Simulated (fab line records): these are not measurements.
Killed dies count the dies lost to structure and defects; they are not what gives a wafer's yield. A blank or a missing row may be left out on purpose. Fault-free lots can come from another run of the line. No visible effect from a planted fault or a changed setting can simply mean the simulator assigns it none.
Which of the tools did it? || flow sky130 || 14 lots, 42 wafers sampled, at 4 steps of a route of 708

## WHAT THE GAUGES SHOWED, per wafer
SKY_SONOS_ONO_OVL_MEAS_14. Usual: SONOS_ONO_OVL gives -0.6 nm (standard deviation 1.2).
{"lot": "L213", "measured": "day 13 08:06", "on": "overlay-02", "SONOS_ONO_OVL (nm)": "-2.0 -2.1 -0.3", "flag": ""}
{"lot": "L214", "measured": "day 13 08:16", "on": "overlay-01", "SONOS_ONO_OVL (nm)": "-0.7 -0.9 -1.5", "flag": ""}
{"lot": "L217", "measured": "day 14 07:36", "on": "overlay-02", "SONOS_ONO_OVL (nm)": "0.1 -0.4 -1.5", "flag": ""}
{"lot": "L218", "measured": "day 14 08:51", "on": "overlay-02", "SONOS_ONO_OVL (nm)": "-0.1 -1.1 -0.7", "flag": ""}
{"lot": "L220", "measured": "day 14 21:55", "on": "overlay-01", "SONOS_ONO_OVL (nm)": "0.3 -0.2 -0.5", "flag": ""}
{"lot": "L221", "measured": "day 15 09:34", "on": "overlay-02", "SONOS_ONO_OVL (nm)": "-0.6 -0.3 0.6", "flag": ""}
{"lot": "L226", "measured": "day 17 04:34", "on": "overlay-02", "SONOS_ONO_OVL (nm)": "-2.9 -0.3 -0.5", "flag": ""}
{"lot": "L227", "measured": "day 17 10:31", "on": "overlay-02", "SONOS_ONO_OVL (nm)": "-0.4 -0.5 1.2", "flag": ""}
{"lot": "L228", "measured": "day 17 21:00", "on": "overlay-02", "SONOS_ONO_OVL (nm)": "42.3 43.9 42.7", "flag": "OFF"}
{"lot": "L229", "measured": "day 18 10:51", "on": "overlay-02", "SONOS_ONO_OVL (nm)": "42.2 43.4 44.2", "flag": "OFF"}
{"lot": "L230", "measured": "day 18 10:40", "on": "overlay-01", "SONOS_ONO_OVL (nm)": "44.2 43.7 44.8", "flag": "OFF"}
{"lot": "L232", "measured": "day 19 07:55", "on": "overlay-01", "SONOS_ONO_OVL (nm)": "44.2 41.5 43.0", "flag": "OFF"}
{"lot": "L235", "measured": "day 20 08:31", "on": "overlay-02", "SONOS_ONO_OVL (nm)": "2.3 -0.9 -1.6", "flag": ""}
{"lot": "L236", "measured": "day 20 16:10", "on": "overlay-01", "SONOS_ONO_OVL (nm)": "0.1 0.6 -1.3", "flag": ""}

SKY_GATE_OXIDE_OVL_MEAS_10. Usual: GATE_OXIDE_OVL gives -0.1 nm (standard deviation 1.5).
{"lot": "L213", "measured": "day 14 12:50", "on": "overlay-01", "GATE_OXIDE_OVL (nm)": "1.1 -2.0 -0.9", "flag": ""}
{"lot": "L214", "measured": "day 14 13:09", "on": "overlay-01", "GATE_OXIDE_OVL (nm)": "2.6 3.3 4.1", "flag": ""}
{"lot": "L217", "measured": "day 15 12:51", "on": "overlay-02", "GATE_OXIDE_OVL (nm)": "-0.6 1.4 -0.1", "flag": ""}
{"lot": "L218", "measured": "day 15 13:29", "on": "overlay-01", "GATE_OXIDE_OVL (nm)": "-2.4 -1.1 -1.2", "flag": ""}
{"lot": "L220", "measured": "day 16 07:04", "on": "overlay-01", "GATE_OXIDE_OVL (nm)": "3.1 -0.3 1.6", "flag": ""}
{"lot": "L221", "measured": "day 16 18:52", "on": "overlay-01", "GATE_OXIDE_OVL (nm)": "2.7 1.7 0.3", "flag": ""}
{"lot": "L226", "measured": "day 18 12:06", "on": "overlay-01", "GATE_OXIDE_OVL (nm)": "-2.1 -2.3 -1.5", "flag": ""}
{"lot": "L227", "measured": "day 18 18:10", "on": "overlay-02", "GATE_OXIDE_OVL (nm)": "-2.3 -1.5 -1.3", "flag": ""}
{"lot": "L228", "measured": "day 19 05:52", "on": "overlay-01", "GATE_OXIDE_OVL (nm)": "1.4 0.9 -2.9", "flag": ""}
{"lot": "L229", "measured": "day 19 19:27", "on": "overlay-02", "GATE_OXIDE_OVL (nm)": "-0.1 -1.5 -0.7", "flag": ""}
{"lot": "L230", "measured": "day 19 19:09", "on": "overlay-01", "GATE_OXIDE_OVL (nm)": "-1.3 -0.6 -3.4", "flag": ""}
{"lot": "L232", "measured": "day 20 17:55", "on": "overlay-02", "GATE_OXIDE_OVL (nm)": "-0.4 1.4 -1.7", "flag": ""}
{"lot": "L235", "measured": "day 21 18:31", "on": "overlay-02", "GATE_OXIDE_OVL (nm)": "-2.0 -0.7 -0.5", "flag": ""}
{"lot": "L236", "measured": "day 22 00:42", "on": "overlay-01", "GATE_OXIDE_OVL (nm)": "-0.1 -0.3 -0.4", "flag": ""}

## TOOL THAT RAN EACH LOT (tool first, then ch and the chambers of the sampled wafers, then the start)
{"lot": "L213", "SKY_VT_ADJUST_HVTR_STRIP_10": "plasma asher-01 ch 0,1, day 9 23:36", "SKY_SONOS_ONO_EXPOSE_10": "iline stepper-02 ch 0, day 12 19:47"}
{"lot": "L214", "SKY_VT_ADJUST_HVTR_STRIP_10": "plasma asher-03 ch 0,1, day 10 01:58", "SKY_SONOS_ONO_EXPOSE_10": "iline stepper-01 ch 0, day 12 20:03"}
{"lot": "L217", "SKY_VT_ADJUST_HVTR_STRIP_10": "plasma asher-03 ch 0,1, day 10 21:40", "SKY_SONOS_ONO_EXPOSE_10": "iline stepper-02 ch 0, day 13 18:35"}
{"lot": "L218", "SKY_VT_ADJUST_HVTR_STRIP_10": "plasma asher-03 ch 0,1, day 11 01:04", "SKY_SONOS_ONO_EXPOSE_10": "iline stepper-02 ch 0, day 13 19:50"}
{"lot": "L220", "SKY_VT_ADJUST_HVTR_STRIP_10": "plasma asher-02 ch 0,1, day 11 14:58", "SKY_SONOS_ONO_EXPOSE_10": "iline stepper-01 ch 0, day 14 08:55"}
{"lot": "L221", "SKY_VT_ADJUST_HVTR_STRIP_10": "plasma asher-02 ch 0,1, day 12 00:09", "SKY_SONOS_ONO_EXPOSE_10": "iline stepper-02 ch 0, day 14 20:52"}
{"lot": "L226", "SKY_VT_ADJUST_HVTR_STRIP_10": "plasma asher-01 ch 0,1, day 13 13:27", "SKY_SONOS_ONO_EXPOSE_10": "iline stepper-02 ch 0, day 16 14:22"}
{"lot": "L227", "SKY_VT_ADJUST_HVTR_STRIP_10": "plasma asher-03 ch 0,1, day 13 17:15", "SKY_SONOS_ONO_EXPOSE_10": "iline stepper-02 ch 0, day 16 20:38"}
{"lot": "L228", "SKY_VT_ADJUST_HVTR_STRIP_10": "plasma asher-01 ch 0,1, day 14 04:21", "SKY_SONOS_ONO_EXPOSE_10": "iline stepper-02 ch 0, day 17 06:17"}
{"lot": "L229", "SKY_VT_ADJUST_HVTR_STRIP_10": "plasma asher-03 ch 0,1, day 14 13:30", "SKY_SONOS_ONO_EXPOSE_10": "iline stepper-02 ch 0, day 17 20:18"}
{"lot": "L230", "SKY_VT_ADJUST_HVTR_STRIP_10": "plasma asher-02 ch 0,1, day 14 17:54", "SKY_SONOS_ONO_EXPOSE_10": "iline stepper-02 ch 0, day 17 19:59"}
{"lot": "L232", "SKY_VT_ADJUST_HVTR_STRIP_10": "plasma asher-01 ch 0,1, day 15 07:41", "SKY_SONOS_ONO_EXPOSE_10": "iline stepper-02 ch 0, day 18 16:56"}
{"lot": "L235", "SKY_VT_ADJUST_HVTR_STRIP_10": "plasma asher-01 ch 0,1, day 16 08:42", "SKY_SONOS_ONO_EXPOSE_10": "iline stepper-01 ch 0, day 19 16:56"}
{"lot": "L236", "SKY_VT_ADJUST_HVTR_STRIP_10": "plasma asher-03 ch 0,1, day 16 17:30", "SKY_SONOS_ONO_EXPOSE_10": "iline stepper-01 ch 0, day 20 01:04"}
- SKY_VT_ADJUST_HVTR_STRIP_10: strips in O2/N2.
- SKY_SONOS_ONO_EXPOSE_10: exposes mask ONOM, target cd 410 nm.

## WHAT THE TOOLS THEMSELVES READ (means of the sampled wafers that have a number; where no wafer has one, the mark that the record gives instead)
SKY_VT_ADJUST_HVTR_STRIP_10. Usual: drypump motor current A 5.5 A, standard deviation 0.36; o2 flow sccm 3000 sccm, standard deviation 8.9; oes product au 0.716 a.u., standard deviation 0.0043; strip time to endpoint s 14.19 s, standard deviation 0.033.
{"lot": "L213", "tool": "plasma asher-01", "drypump motor current A (A)": 5.4, "o2 flow sccm (sccm)": 3002, "oes product au (a.u.)": 0.718, "strip time to endpoint s (s)": 14.19, "flag": ""}
{"lot": "L214", "tool": "plasma asher-03", "drypump motor current A (A)": 5.6, "o2 flow sccm (sccm)": 3014, "oes product au (a.u.)": 0.710, "strip time to endpoint s (s)": 14.17, "flag": ""}
{"lot": "L217", "tool": "plasma asher-03", "drypump motor current A (A)": 5.9, "o2 flow sccm (sccm)": 2995, "oes product au (a.u.)": 0.714, "strip time to endpoint s (s)": 14.21, "flag": ""}
{"lot": "L218", "tool": "plasma asher-03", "drypump motor current A (A)": 5.9, "o2 flow sccm (sccm)": 3000, "oes product au (a.u.)": 0.713, "strip time to endpoint s (s)": 14.18, "flag": ""}
{"lot": "L220", "tool": "plasma asher-02", "drypump motor current A (A)": 5.4, "o2 flow sccm (sccm)": 2996, "oes product au (a.u.)": 0.716, "strip time to endpoint s (s)": 14.18, "flag": ""}
{"lot": "L221", "tool": "plasma asher-02", "drypump motor current A (A)": 5.7, "o2 flow sccm (sccm)": 2989, "oes product au (a.u.)": 0.720, "strip time to endpoint s (s)": 14.18, "flag": ""}
{"lot": "L226", "tool": "plasma asher-01", "drypump motor current A (A)": 5.3, "o2 flow sccm (sccm)": 3004, "oes product au (a.u.)": 0.717, "strip time to endpoint s (s)": 14.15, "flag": ""}
{"lot": "L227", "tool": "plasma asher-03", "drypump motor current A (A)": 5.9, "o2 flow sccm (sccm)": 3006, "oes product au (a.u.)": 0.719, "strip time to endpoint s (s)": 14.18, "flag": ""}
{"lot": "L228", "tool": "plasma asher-01", "drypump motor current A (A)": 5.3, "o2 flow sccm (sccm)": 3001, "oes product au (a.u.)": 0.716, "strip time to endpoint s (s)": 14.16, "flag": ""}
{"lot": "L229", "tool": "plasma asher-03", "drypump motor current A (A)": 5.9, "o2 flow sccm (sccm)": 3000, "oes product au (a.u.)": 0.714, "strip time to endpoint s (s)": 14.21, "flag": ""}
{"lot": "L230", "tool": "plasma asher-02", "drypump motor current A (A)": 5.7, "o2 flow sccm (sccm)": 2997, "oes product au (a.u.)": 0.716, "strip time to endpoint s (s)": 14.23, "flag": ""}
{"lot": "L232", "tool": "plasma asher-01", "drypump motor current A (A)": 5.4, "o2 flow sccm (sccm)": 2997, "oes product au (a.u.)": 0.714, "strip time to endpoint s (s)": 14.22, "flag": ""}
{"lot": "L235", "tool": "plasma asher-01", "drypump motor current A (A)": 5.4, "o2 flow sccm (sccm)": 2999, "oes product au (a.u.)": 0.715, "strip time to endpoint s (s)": 14.18, "flag": ""}
{"lot": "L236", "tool": "plasma asher-03", "drypump motor current A (A)": 5.6, "o2 flow sccm (sccm)": 3007, "oes product au (a.u.)": 0.714, "strip time to endpoint s (s)": 14.16, "flag": ""}

## THE ANSWER, worked out from the rows above alone
Rule: a lot is off if the mean of its wafers that have a number lies more than 3 standard deviations from the usual mean. A lot without any number at a reading at which 4 lots or more have one is off too. Where the step has rows for the other lots, those lots are counted as sound. The gauges are gone through in route order, then the tools' own readings, and for those a lot's mean is taken as printed above. At the first step where some lot is off, the reading lying furthest off is the one used; lots without a number count as furthest.
Off: L228, L229, L230, L232, seen at SKY_SONOS_ONO_OVL_MEAS_14 (SONOS_ONO_OVL).
If a tool, at a process step before that reading, ran all the lots that are off and no sound lot after the first of them, it fits. The gauges at SKY_SONOS_ONO_OVL_MEAS_14 are tried like those tools. One fits: SKY_SONOS_ONO_EXPOSE_10 on iline stepper-02. A fault onset in the window from L227 (day 16 20:38, its last sound lot) to L228 (day 17 06:17, its first lot off) fits.

## WHAT THE SIMULATOR HAD INSERTED
Scanner matching overlay: iline stepper-02, from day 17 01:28 on, at SKY_SONOS_ONO_EXPOSE_10. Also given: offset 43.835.
Shown lots that were struck: L228, L230, L229, L232. The rule above reached the same finding.
